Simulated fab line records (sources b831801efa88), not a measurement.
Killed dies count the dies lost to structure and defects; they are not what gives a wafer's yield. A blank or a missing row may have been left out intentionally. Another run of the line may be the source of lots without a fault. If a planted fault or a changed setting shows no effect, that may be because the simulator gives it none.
One fault seen from 2 desks | flow sky130 | what lay behind the numbers comes last; until then each desk has only its own

FROM THE METROLOGY DESK
What the gauges read, lot by lot, whatever tool the lot ran on: means of the sampled wafers that have a number. Marked OUT: a lot whose mean sits more than 4 standard deviations from the usual mean, which makes it out of limits; the brackets give that distance.
Columns: A = VT_ADJUST_LVTN_TW at SKY_VT_ADJUST_LVTN_TW_MEAS_10, usual 243.4; B = VT_ADJUST_PCH_TW at SKY_VT_ADJUST_PCH_TW_MEAS_10, usual 142.7
lot  | first seen here | A     | B
L802 | day 6 22:25     | 241.6 | 143.5
L804 | day 7 14:47     | 243.7 | 144.1
L805 | day 7 20:02     | 244.8 | 142.6
L806 | day 8 00:52     | 243.8 | 142.5
L807 | day 8 06:52     | 240.8 | 142.7
L810 | day 9 00:36     | 242.5 | 143.1
L811 | day 9 05:27     | 244.2 | 141.3
L812 | day 9 13:01     | 242.6 | 141.4
L819 | day 11 14:59    | 243.7 | 145.2
L820 | day 11 21:50    | 243.7 | 144.3
L821 | day 12 04:28    | 242.0 | 141.7
L823 | day 12 16:16    | 242.2 | 142.0
L824 | day 12 23:10    | 243.6 | 141.7
L825 | day 13 04:55    | 244.1 | 142.4
This desk found nothing out of limits on any of the 14 lots.

DESK OF THE TOOL OWNER: lithoTrack-01
At SKY_SONOS_TUNNEL_SOFTBAKE_03 (time 60 s), the tool's own readings, given per lot that ran on this tool as the mean of the sampled wafers with a number. Marked OUT: a lot whose mean sits more than 4 standard deviations from the usual mean, which makes it out of limits; the brackets give that distance.
Columns: A = heaterPowerTotalW at SKY_SONOS_TUNNEL_SOFTBAKE_03, usual 56.60 W; B = runLengthS at SKY_SONOS_TUNNEL_SOFTBAKE_03, usual 89.18 s
lot  | first seen here | A                | B
L805 | day 11 22:59    | 56.64            | 89.33
L806 | day 12 05:37    | 56.64            | 89.28
L807 | day 12 12:02    | 56.58            | 89.33
L810 | day 13 06:46    | 56.83 (+5.7) OUT | 88.33
L811 | day 13 11:52    | 56.81 (+5.3) OUT | 88.52
L812 | day 13 20:23    | 57.10 (+12) OUT  | 87.46 (-7.5) OUT
L824 | day 18 00:08    | 56.61            | 89.25
This desk's verdict: out of limits on L810, L811, L812, starting with L810 at day 13 06:46 (heaterPowerTotalW at SKY_SONOS_TUNNEL_SOFTBAKE_03). L805, L806, L807, L824: within limits.

BROUGHT TOGETHER
The tool owner's desk could have raised an alarm at day 13 06:46, on L810, L811, L812.
From the metrology desk's view, nothing was out of limits.
The metrology desk holds a record of L810, L811, L812, inside its limits.
All the named lots went through SKY_SONOS_TUNNEL_SOFTBAKE_03 on lithoTrack-01.

WHAT THE SIMULATOR HAD PUT IN
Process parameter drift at SKY_SONOS_TUNNEL_SOFTBAKE_03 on lithoTrack-01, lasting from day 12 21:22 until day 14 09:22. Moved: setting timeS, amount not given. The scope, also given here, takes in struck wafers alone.
Struck lots among those shown: L810, L811, L812.
Delay in hours, fault start to first out-of-limits reading, by desk: the tool owner's desk at 9.
